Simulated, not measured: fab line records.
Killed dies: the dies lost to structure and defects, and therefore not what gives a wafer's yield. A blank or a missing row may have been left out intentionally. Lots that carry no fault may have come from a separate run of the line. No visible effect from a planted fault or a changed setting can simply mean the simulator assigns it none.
Matching of chambers | flow gf180mcu | GF_V3_ETCH_16 on rie-diel-04: 4 sister chambers
The step etches BARC in N2/H2. 22 wafers are shown with their chamber, then 11 later ones without.

WAFERS PAIRED WITH THEIR CHAMBERS
wafer  | chamber | drypump-motor-current-A (A) | oes-product-au (a.u.) | throttle-valve-pct (%)
L075.1 | 3       | 5.4                         | 0.859                 | 13.218
L075.3 | 0       | 4.9                         | 0.850                 | 13.223
L075.5 | 1       | 6.0                         | 0.854                 | 13.233
L078.2 | 2       | 5.8                         | 0.860                 | 13.230
L078.3 | 1       | 6.0                         | 0.862                 | 13.238
L078.5 | 1       | 6.0                         | 0.853                 | 13.218
L080.1 | 1       | 6.1                         | 0.857                 | 13.221
L080.3 | 3       | 5.4                         | 0.848                 | 13.218
L080.6 | 0       | 4.9                         | 0.857                 | 13.227
L081.2 | 2       | 5.8                         | 0.859                 | 13.237
L081.4 | 0       | 4.9                         | 0.856                 | 13.242
L081.6 | 1       | 6.0                         | 0.854                 | 13.226
L084.3 | 3       | 5.4                         | 0.853                 | 13.232
L084.4 | 0       | 4.9                         | 0.856                 | 13.220
L084.5 | 0       | 4.9                         | 0.852                 | 13.220
L085.1 | 2       | 5.8                         | 0.859                 | 13.215
L085.5 | 3       | 5.4                         | 0.850                 | 13.223
L085.6 | 0       | 4.9                         | 0.857                 | 13.210
L088.1 | 2       | 5.8                         | 0.852                 | 13.227
L088.2 | 3       | 5.5                         | 0.846                 | 13.230
L088.3 | 1       | 6.0                         | 0.856                 | 13.225
L088.4 | 0       | 4.9                         | 0.852                 | 13.234

SIGNATURES (averages over the wafers above)
reading                 | chamber 0 | chamber 1 | chamber 2 | chamber 3 | scatter within a chamber
drypump-motor-current-A | 4.900     | 6.017     | 5.800     | 5.420     | 0.0301
oes-product-au          | 0.85429   | 0.85600   | 0.85750   | 0.85120   | 0.00371
throttle-valve-pct      | 13.22514  | 13.22683  | 13.22725  | 13.22420  | 0.00868
Rule: for each reading, subtract the chamber's mean from the wafer's reading, divide by that reading's scatter and square the result; add these up over the readings and take the root, which gives the wafer's distance from the chamber. If the next closest chamber is less than 2 further off than the closest, the wafer can't be placed; otherwise it belongs to the closest. How the scatter is found: for the shown wafers, subtract from each reading the mean of its chamber, square and add these, divide the total by (wafers less chambers), then take the root.

WAFERS MISSING THEIR CHAMBER
wafer  | drypump-motor-current-A (A) | oes-product-au (a.u.) | throttle-valve-pct (%)
L088.5 | 4.9                         | 0.848                 | 13.217
L088.6 | 5.5                         | 0.857                 | 13.215
L089.4 | 6.0                         | 0.851                 | 13.225
L089.5 | 5.8                         | 0.863                 | 13.228
L089.6 | 6.0                         | 0.854                 | 13.224
L093.3 | 5.4                         | 0.851                 | 13.232
L093.4 | 6.0                         | 0.853                 | 13.241
L093.5 | 4.9                         | 0.855                 | 13.233
L095.2 | 4.9                         | 0.847                 | 13.210
L095.4 | 4.9                         | 0.853                 | 13.226
L095.6 | 5.8                         | 0.856                 | 13.238

WHICH CHAMBER EACH ONE RAN IN
wafer  | from the rows above | in truth
L088.5 | 0                   | 0
L088.6 | 3                   | 3
L089.4 | 1                   | 1
L089.5 | 2                   | 2
L089.6 | 1                   | 1
L093.3 | 3                   | 3
L093.4 | 1                   | 1
L093.5 | 0                   | 0
L095.2 | 0                   | 0
L095.4 | 0                   | 0
L095.6 | 2                   | 2
Correctly placed: 11 of 11. From these rows, 0 cannot be placed. Number placed wrongly: 0.
